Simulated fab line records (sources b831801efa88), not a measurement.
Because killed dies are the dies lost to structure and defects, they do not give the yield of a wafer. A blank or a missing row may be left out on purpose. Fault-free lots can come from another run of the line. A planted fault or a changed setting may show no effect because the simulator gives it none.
Check of tool commonality	flow gf180mcu	Sampled: 14 lots, 41 wafers

## REASON IT WAS OPENED
At GF_HV_LDD_TW_MEAS_11 the reading HV_LDD_TW is flagged on 2 of 14 lots. Fault-free wafers read 2415, with a standard deviation of 27.
Rule: a lot is flagged in two cases, either no wafer of it has a number, or all its wafers with numbers fall more than 4 standard deviations from that mean. All remaining lots are regarded as sound.

lot	measured	on	HV_LDD_TW, wafer by wafer	flag
L637	day 10 02:17	film_metro-04	2415 2416 2409	
L638	day 10 06:40	film_metro-04	2412 2399 2406	
L639	day 10 10:28	film_metro-03	2365 2379 2380	
L640	day 10 22:01	film_metro-01	2456 2458 2466	
L643	day 11 20:01	film_metro-04	2401 2404 2407	
L644	day 12 04:19	film_metro-01	2454 2447	
L645	day 12 14:59	film_metro-01	2300 2299 2297	FLAGGED
L646	day 12 20:07	film_metro-04	2267 2269 2275	FLAGGED
L655	day 15 13:52	film_metro-04	2415 2406 2405	
L656	day 15 22:25	film_metro-04	2414 2427 2422	
L657	day 16 04:52	film_metro-03	2388 2384 2376	
L658	day 16 15:22	film_metro-01	2421 2440 2430	
L659	day 17 07:01	film_metro-04	2419 2438 2411	
L660	day 17 09:25	film_metro-01	2441 2447 2458	
On average the flagged lots' numbers are 2284, which is -130 against the usual, or -5 standard deviations.

## TOOL THAT RAN EACH LOT
The record holds 1 process step before the reading, out of a route of 602 steps. Read each cell as the tool, then ch plus the chambers that the sampled wafers visited, then the start.
lot	flag	GF_HV_LDD_IMPLANT_09
L637		implanter-02 ch 0, day 10 02:04
L638		implanter-02 ch 0, day 10 06:25
L639		implanter-02 ch 0, day 10 10:14
L640		implanter-03 ch 0, day 10 21:46
L643		implanter-03 ch 0, day 11 19:46
L644		implanter-02 ch 0, day 12 04:04
L645	FLAGGED	implanter-03 ch 0, day 12 14:46
L646	FLAGGED	implanter-03 ch 0, day 12 19:52
L655		implanter-03 ch 0, day 15 13:37
L656		implanter-02 ch 0, day 15 22:10
L657		implanter-02 ch 0, day 16 04:37
L658		implanter-02 ch 0, day 16 15:07
L659		implanter-03 ch 0, day 17 06:46
L660		implanter-03 ch 0, day 17 09:10
What is done by these steps:
- GF_HV_LDD_IMPLANT_09
- GF_HV_LDD_TW_MEAS_11

## FLAGGED AGAINST TOTAL, ONE TOOL AT A TIME (gauges that did the reading follow at the end)
step	tool	lots run	flagged	share of the flagged lots	sound lots run after its first flagged lot
GF_HV_LDD_IMPLANT_09	implanter-02	7	0	none	-
GF_HV_LDD_IMPLANT_09	implanter-03	7	2	all	3 (L655,L659,L660)
GF_HV_LDD_TW_MEAS_11	film_metro-01	5	1	some	2 (L658,L660)
GF_HV_LDD_TW_MEAS_11	film_metro-03	2	0	none	-
GF_HV_LDD_TW_MEAS_11	film_metro-04	7	1	some	3 (L655,L656,L659)

## WHAT IS ALLOWED BY THE TABLE
1 row of the table ran every flagged lot: implanter-03 at GF_HV_LDD_IMPLANT_09.
- implanter-03 at GF_HV_LDD_IMPLANT_09: 2 of its 7 lots flagged. Lots that were sound ran on it after the first flagged one (L655, L659, L660); a persistent fault on the entire tool would not allow that. Its own readings lie more than 4 standard deviations out on every wafer of the flagged lots: beam_on_s, faraday_current_uA.
None of the table's rows ran every flagged lot and, after the first, no sound lot.

## WHAT HAD BEEN PUT IN BY THE SIMULATOR
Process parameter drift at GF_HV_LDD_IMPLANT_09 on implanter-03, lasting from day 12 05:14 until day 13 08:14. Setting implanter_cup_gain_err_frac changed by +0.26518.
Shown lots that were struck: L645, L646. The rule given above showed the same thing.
